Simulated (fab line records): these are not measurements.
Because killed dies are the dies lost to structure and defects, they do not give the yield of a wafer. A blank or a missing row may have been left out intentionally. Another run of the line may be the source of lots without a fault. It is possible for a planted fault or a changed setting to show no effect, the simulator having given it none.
Which tool was responsible? / flow sky130 / 12 lots with 36 wafers sampled at 5 steps, on a route of 708 steps

== WHAT EACH GAUGE READ, for each wafer ==
SKY_SD_P_CD_MEAS_07: target cd 380 nm.
lot=L423; measured=day 26 20:01; on=cdSem-02; cdNm (nm)=379.9 378.2 378.9
lot=L425; measured=day 26 23:06; on=cdSem-02; cdNm (nm)=375.3 374.0 376.7
lot=L427; measured=day 27 06:29; on=cdSem-01; cdNm (nm)=381.4 380.2 380.4
lot=L426; measured=day 27 06:48; on=cdSem-02; cdNm (nm)=376.4 379.0 379.5
lot=L428; measured=day 27 08:43; on=cdSem-01; cdNm (nm)=381.2 380.1 379.1
lot=L432; measured=day 28 19:11; on=cdSem-02; cdNm (nm)=381.3 380.8 381.9
lot=L435; measured=day 29 15:47; on=cdSem-02; cdNm (nm)=384.2 384.9 385.6
lot=L439; measured=day 30 23:24; on=cdSem-01; cdNm (nm)=379.3 379.1 379.7
lot=L441; measured=day 31 10:51; on=cdSem-01; cdNm (nm)=382.6 382.2 381.8
lot=L443; measured=day 32 12:13; on=cdSem-02; cdNm (nm)=377.7 376.1 378.3
lot=L444; measured=day 33 08:42; on=cdSem-01; cdNm (nm)=381.4 380.3 383.0
lot=L446; measured=day 33 11:54; on=cdSem-01; cdNm (nm)=382.2 382.7 380.2

SKY_SD_P_OVL_MEAS_08.
lot=L423; measured=day 26 20:07; on=overlay-01; SD_P_OVL (nm)=1.8 -1.6 -0.7
lot=L425; measured=day 26 23:13; on=overlay-02; SD_P_OVL (nm)=-0.4 0.7 0.5
lot=L427; measured=day 27 06:36; on=overlay-02; SD_P_OVL (nm)=-2.7 -2.0 -1.4
lot=L426; measured=day 27 06:55; on=overlay-01; SD_P_OVL (nm)=2.6 -0.2 0.4
lot=L428; measured=day 27 08:47; on=overlay-01; SD_P_OVL (nm)=-0.3 -1.4 -0.5
lot=L432; measured=day 28 19:17; on=overlay-02; SD_P_OVL (nm)=0.0 -0.9 -0.9
lot=L435; measured=day 29 15:55; on=overlay-02; SD_P_OVL (nm)=-1.1 -1.0 -1.0
lot=L439; measured=day 30 23:31; on=overlay-02; SD_P_OVL (nm)=-0.4 -0.4 -2.1
lot=L441; measured=day 31 10:58; on=overlay-02; SD_P_OVL (nm)=-1.1 -1.4 0.5
lot=L443; measured=day 32 12:20; on=overlay-01; SD_P_OVL (nm)=-0.9 -0.7 -0.6
lot=L444; measured=day 33 08:49; on=overlay-01; SD_P_OVL (nm)=0.5 0.2 0.1
lot=L446; measured=day 33 12:01; on=overlay-01; SD_P_OVL (nm)=0.4 0.6 -0.2

SKY_LI_CONTACT_CD_MEAS_12: target cd 170 nm.
lot=L423; measured=day 30 09:19; on=cdSem-02; cdNm (nm)=172.6 173.7 173.7
lot=L425; measured=day 30 14:17; on=cdSem-02; cdNm (nm)=171.7 172.1 171.7
lot=L427; measured=day 30 21:47; on=cdSem-01; cdNm (nm)=169.1 170.1 170.4
lot=L426; measured=day 30 21:56; on=cdSem-01; cdNm (nm)=169.9 168.4 169.5
lot=L428; measured=day 30 23:13; on=cdSem-01; cdNm (nm)=148.3 150.2 149.4 148.4 150.1 149.3
lot=L432; measured=day 32 07:17; on=cdSem-02; cdNm (nm)=167.3 168.4 169.1
lot=L435; measured=day 33 03:24; on=cdSem-01; cdNm (nm)=169.4 168.6 168.2
lot=L439; measured=day 34 10:22; on=cdSem-02; cdNm (nm)=169.3 169.4 169.7
lot=L441; measured=day 34 21:08; on=cdSem-01; cdNm (nm)=169.4 171.3 171.8
lot=L443; measured=day 35 21:10; on=cdSem-02; cdNm (nm)=170.3 170.2 171.1
lot=L444; measured=day 36 17:54; on=cdSem-01; cdNm (nm)=168.2 168.1 167.4
lot=L446; measured=day 36 21:38; on=cdSem-02; cdNm (nm)=169.7 169.9 170.7

== EACH LOT AND THE TOOL THAT RAN IT (in order: tool; ch and the chambers of the sampled wafers; start) ==
lot=L423; SKY_POLY_CUT_ETCH_10=rieDiel-01 ch 0,1,2, day 25 15:13; SKY_LI_CONTACT_EXPOSE_09=krfScanner-01 ch 0, day 29 19:21
lot=L425; SKY_POLY_CUT_ETCH_10=rieDiel-01 ch 0,1, day 25 18:07; SKY_LI_CONTACT_EXPOSE_09=krfScanner-01 ch 0, day 30 00:20
lot=L427; SKY_POLY_CUT_ETCH_10=rieDiel-01 ch 0,1,3, day 26 01:30; SKY_LI_CONTACT_EXPOSE_09=krfScanner-02 ch 0, day 30 08:08
lot=L426; SKY_POLY_CUT_ETCH_10=rieDiel-02 ch 0,1,3, day 26 01:49; SKY_LI_CONTACT_EXPOSE_09=krfScanner-01 ch 0, day 30 08:24
lot=L428; SKY_POLY_CUT_ETCH_10=rieDiel-02 ch 0,3, day 26 05:00; SKY_LI_CONTACT_EXPOSE_09=krfScanner-02 ch 0, day 30 09:53
lot=L432; SKY_POLY_CUT_ETCH_10=rieDiel-01 ch 0,2, day 27 14:31; SKY_LI_CONTACT_EXPOSE_09=krfScanner-01 ch 0, day 31 18:13
lot=L435; SKY_POLY_CUT_ETCH_10=rieDiel-01 ch 0,1,3, day 28 11:15; SKY_LI_CONTACT_EXPOSE_09=krfScanner-01 ch 0, day 32 13:45
lot=L439; SKY_POLY_CUT_ETCH_10=rieDiel-02 ch 1,2,3, day 29 19:27; SKY_LI_CONTACT_EXPOSE_09=krfScanner-01 ch 0, day 33 21:10
lot=L441; SKY_POLY_CUT_ETCH_10=rieDiel-04 ch 0,1,2, day 30 09:03; SKY_LI_CONTACT_EXPOSE_09=krfScanner-01 ch 0, day 34 08:33
lot=L443; SKY_POLY_CUT_ETCH_10=rieDiel-04 ch 2,3, day 31 09:07; SKY_LI_CONTACT_EXPOSE_09=krfScanner-02 ch 0, day 35 08:54
lot=L444; SKY_POLY_CUT_ETCH_10=rieDiel-01 ch 0,2,3, day 32 06:27; SKY_LI_CONTACT_EXPOSE_09=krfScanner-01 ch 0, day 36 04:29
lot=L446; SKY_POLY_CUT_ETCH_10=rieDiel-01 ch 0,1,2, day 32 09:01; SKY_LI_CONTACT_EXPOSE_09=krfScanner-01 ch 0, day 36 08:28
- SKY_POLY_CUT_ETCH_10: etches BARC in N2/H2, stops on SiO2, time 45.9 s, target depth 60 nm.
- SKY_LI_CONTACT_EXPOSE_09: exposes mask LICM1, target cd 170 nm.

== AS READ BY THE TOOLS THEMSELVES (means over the sampled wafers that have a number; for cases with no such wafer, the mark the record gives instead) ==
SKY_POLY_CUT_ETCH_10.
lot=L423; tool=rieDiel-01; drypumpMotorCurrentA (A)=6.4; h2FlowSccm (sccm)=199.7; oesProductAu (a.u.)=0.853; rfFwdPowerW (W)=492.8; throttleValvePct (%)=13.224
lot=L425; tool=rieDiel-01; drypumpMotorCurrentA (A)=6.4; h2FlowSccm (sccm)=200.0; oesProductAu (a.u.)=0.856; rfFwdPowerW (W)=494.0; throttleValvePct (%)=13.225
lot=L427; tool=rieDiel-01; drypumpMotorCurrentA (A)=6.0; h2FlowSccm (sccm)=200.3; oesProductAu (a.u.)=0.854; rfFwdPowerW (W)=495.4; throttleValvePct (%)=13.225
lot=L426; tool=rieDiel-02; drypumpMotorCurrentA (A)=5.6; h2FlowSccm (sccm)=200.8; oesProductAu (a.u.)=0.855; rfFwdPowerW (W)=496.4; throttleValvePct (%)=13.232
lot=L428; tool=rieDiel-02; drypumpMotorCurrentA (A)=5.9; h2FlowSccm (sccm)=199.6; oesProductAu (a.u.)=0.853; rfFwdPowerW (W)=492.0; throttleValvePct (%)=13.223
lot=L432; tool=rieDiel-01; drypumpMotorCurrentA (A)=6.3; h2FlowSccm (sccm)=199.7; oesProductAu (a.u.)=0.859; rfFwdPowerW (W)=496.1; throttleValvePct (%)=13.225
lot=L435; tool=rieDiel-01; drypumpMotorCurrentA (A)=6.0; h2FlowSccm (sccm)=199.6; oesProductAu (a.u.)=0.851; rfFwdPowerW (W)=493.7; throttleValvePct (%)=13.226
lot=L439; tool=rieDiel-02; drypumpMotorCurrentA (A)=5.7; h2FlowSccm (sccm)=200.1; oesProductAu (a.u.)=0.850; rfFwdPowerW (W)=497.1; throttleValvePct (%)=13.230
lot=L441; tool=rieDiel-04; drypumpMotorCurrentA (A)=6.1; h2FlowSccm (sccm)=200.5; oesProductAu (a.u.)=0.856; rfFwdPowerW (W)=494.1; throttleValvePct (%)=13.222
lot=L443; tool=rieDiel-04; drypumpMotorCurrentA (A)=5.7; h2FlowSccm (sccm)=200.1; oesProductAu (a.u.)=0.859; rfFwdPowerW (W)=494.4; throttleValvePct (%)=13.228
lot=L444; tool=rieDiel-01; drypumpMotorCurrentA (A)=6.0; h2FlowSccm (sccm)=200.0; oesProductAu (a.u.)=0.856; rfFwdPowerW (W)=495.1; throttleValvePct (%)=13.224
lot=L446; tool=rieDiel-01; drypumpMotorCurrentA (A)=6.3; h2FlowSccm (sccm)=200.0; oesProductAu (a.u.)=0.856; rfFwdPowerW (W)=494.0; throttleValvePct (%)=13.234

SKY_LI_CONTACT_EXPOSE_09.
lot=L423 tool=krfScanner-01 exposureDoseMJCm2=38.00
lot=L425 tool=krfScanner-01 exposureDoseMJCm2=38.01
lot=L427 tool=krfScanner-02 exposureDoseMJCm2=37.97
lot=L426 tool=krfScanner-01 exposureDoseMJCm2=37.99
lot=L428 tool=krfScanner-02 exposureDoseMJCm2=38.00
lot=L432 tool=krfScanner-01 exposureDoseMJCm2=38.01
lot=L435 tool=krfScanner-01 exposureDoseMJCm2=38.00
lot=L439 tool=krfScanner-01 exposureDoseMJCm2=37.95
lot=L441 tool=krfScanner-01 exposureDoseMJCm2=38.00
lot=L443 tool=krfScanner-02 exposureDoseMJCm2=37.97
lot=L444 tool=krfScanner-01 exposureDoseMJCm2=37.98
lot=L446 tool=krfScanner-01 exposureDoseMJCm2=37.96

== THE ANSWER, worked out from the rows above alone ==
Rule: the lots themselves supply what counts as usual. Put in order of their means at a reading, lots are off if they are a third of the lots or fewer, leave a main group of 4 or more, and stand apart from it by a gap of 3 or more times the standard deviation of the main group's means; of several such gaps the widest counts. A main group is skipped when, at the precision printed for the reading in the tables above, its means are all equal. A lot without any number at a reading at which 4 lots or more have one is off too. The other lots that the step has rows for count as sound. Order of review: gauges by route order, followed by the tools' own readings, for which a lot's mean as printed above is used. The first step at which some lot is off is used, and at that step the reading that is off furthest; a lot without a number counts as furthest.
Off at SKY_LI_CONTACT_CD_MEAS_12 (cdNm): L428. Main group: mean 170.0 nm, sd 1.5.
If a tool, at a process step before that reading, ran all the lots that are off and no sound lot after the first of them, it fits. Gauges at SKY_LI_CONTACT_CD_MEAS_12: tried the same way as those tools. Not one of the candidates tried fits.

== WHAT THE SIMULATOR HAD PUT IN ==
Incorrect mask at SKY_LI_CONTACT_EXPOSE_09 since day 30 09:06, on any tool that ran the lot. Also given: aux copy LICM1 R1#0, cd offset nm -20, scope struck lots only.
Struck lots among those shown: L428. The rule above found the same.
